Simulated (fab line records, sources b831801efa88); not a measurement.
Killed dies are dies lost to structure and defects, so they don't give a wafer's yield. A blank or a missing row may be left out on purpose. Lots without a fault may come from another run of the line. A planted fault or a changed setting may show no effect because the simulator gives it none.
Which tool did it? | flow sky130 | 11 lots, 33 wafers sampled, at 4 steps of a route of 708

WHAT THE GAUGES READ, wafer by wafer
SKY_VT_ADJUST_LVTN_TW_MEAS_21.
lot  | measured     | on            | VT_ADJUST_LVTN_2_TW
L341 | day 7 15:41  | film_metro-03 | 189.1 190.6 189.4
L342 | day 7 22:28  | film_metro-03 | 188.6 189.5 190.2
L343 | day 8 04:40  | film_metro-02 | 186.0 186.2 186.1
L346 | day 9 01:09  | film_metro-01 | 187.0 186.5 185.6
L347 | day 9 04:32  | film_metro-01 | 187.4 186.8 185.8
L348 | day 9 14:58  | film_metro-02 | 188.4 187.8 188.2
L349 | day 9 23:08  | film_metro-03 | 188.2 187.7 188.7
L351 | day 10 13:07 | film_metro-01 | 186.8 185.8 186.2
L360 | day 13 15:50 | film_metro-02 | 187.6 188.1 187.4
L362 | day 13 23:17 | film_metro-01 | 185.9 186.3 186.7
L364 | day 14 06:42 | film_metro-02 | 188.6 189.0 188.4

SKY_POLY_GATE_THK_MEAS_01.
lot  | measured     | on            | POLY_GATE_CVD_00_THK (nm)
L341 | day 13 22:32 | film_metro-03 | 179.0 179.2 178.4
L342 | day 14 07:25 | film_metro-03 | 181.6 181.2 180.5
L343 | day 14 14:31 | film_metro-03 | 181.4 182.1 181.5
L346 | day 15 19:43 | film_metro-04 | 180.6 182.7 181.7
L347 | day 15 19:42 | film_metro-02 | 179.9 180.8 182.2
L348 | day 16 09:22 | film_metro-03 | 180.1 179.0 177.9
L349 | day 16 19:13 | film_metro-04 | 178.2 177.6 179.1
L351 | day 17 09:38 | film_metro-04 | 180.9 181.8 179.7
L360 | day 21 07:01 | film_metro-03 | 121.1 120.1 122.0 121.2 120.2 122.0
L362 | day 21 16:49 | film_metro-04 | 122.4 122.2 122.0 122.6 122.3 122.0
L364 | day 22 01:17 | film_metro-02 | 181.3 180.4 182.8

SKY_POLY_GATE_OVL_MEAS_14.
lot  | measured     | on         | POLY_GATE_OVL (nm)
L341 | day 16 08:51 | overlay-02 | 7 0 5
L342 | day 16 16:41 | overlay-01 | -10 -2 1
L343 | day 17 01:04 | overlay-01 | -6 -5 -10
L346 | day 18 08:51 | overlay-02 | -7 -8 -12
L347 | day 18 09:22 | overlay-02 | 8 6 3
L348 | day 18 23:13 | overlay-02 | -4 4 -2
L349 | day 19 10:29 | overlay-01 | -6 -1 -8
L351 | day 20 00:24 | overlay-01 | 1 0 3
L360 | day 23 21:09 | overlay-01 | -3 -6 -8
L362 | day 24 07:45 | overlay-01 | -12 -3 -5
L364 | day 24 15:33 | overlay-01 | 0 -8 -7

WHICH TOOL RAN EACH LOT (tool, then ch and the chambers of the sampled wafers, then the start)
lot  | SKY_POLY_GATE_CVD_00
L341 | lpcvd-01 ch 0, day 13 21:20
L342 | lpcvd-01 ch 1, day 14 06:13
L343 | lpcvd-01 ch 1, day 14 13:19
L346 | lpcvd-01 ch 0, day 15 18:30
L347 | lpcvd-01 ch 0, day 15 18:30
L348 | lpcvd-01 ch 0, day 16 08:10
L349 | lpcvd-01 ch 1, day 16 18:01
L351 | lpcvd-01 ch 0, day 17 08:26
L360 | lpcvd-01 ch 1, day 21 05:49
L362 | lpcvd-01 ch 1, day 21 15:37
L364 | lpcvd-01 ch 0, day 22 00:04
- SKY_POLY_GATE_CVD_00: deposits poly-Si, target thk 180 nm, time 720 s.

WHAT THE TOOLS THEMSELVES READ (means of the sampled wafers that have a number; where no wafer has one, the mark that the record gives instead)
The record holds no such reading with a usual standard deviation.

THE ANSWER, worked out from the rows above alone
Rule: what is usual is taken from the lots themselves. Put in order of their means at a reading, lots are off if they are a third of the lots or fewer, leave a main group of 4 or more, and stand apart from it by a gap of 3 or more times the standard deviation of the main group's means; of several such gaps the widest counts. A main group whose means are all the same, to the digits that the tables above print for the reading, isn't used. A lot without any number at a reading at which 4 lots or more have one is off too. The other lots that the step has rows for count as sound. The gauges are gone through in route order, then the tools' own readings, and for those a lot's mean is taken as printed above. The first step at which some lot is off is used, and at that step the reading that is off furthest; a lot without a number counts as furthest.
Off: L360, L362, at SKY_POLY_GATE_THK_MEAS_01 (POLY_GATE_CVD_00_THK). The main group: mean 180.4 nm, standard deviation 1.3.
A tool fits if, at a process step before that reading, it ran every lot that is off, and no sound lot after the first of them. The gauges at SKY_POLY_GATE_THK_MEAS_01 are tried like those tools. None of those tried fits.

WHAT THE SIMULATOR HAD PUT IN
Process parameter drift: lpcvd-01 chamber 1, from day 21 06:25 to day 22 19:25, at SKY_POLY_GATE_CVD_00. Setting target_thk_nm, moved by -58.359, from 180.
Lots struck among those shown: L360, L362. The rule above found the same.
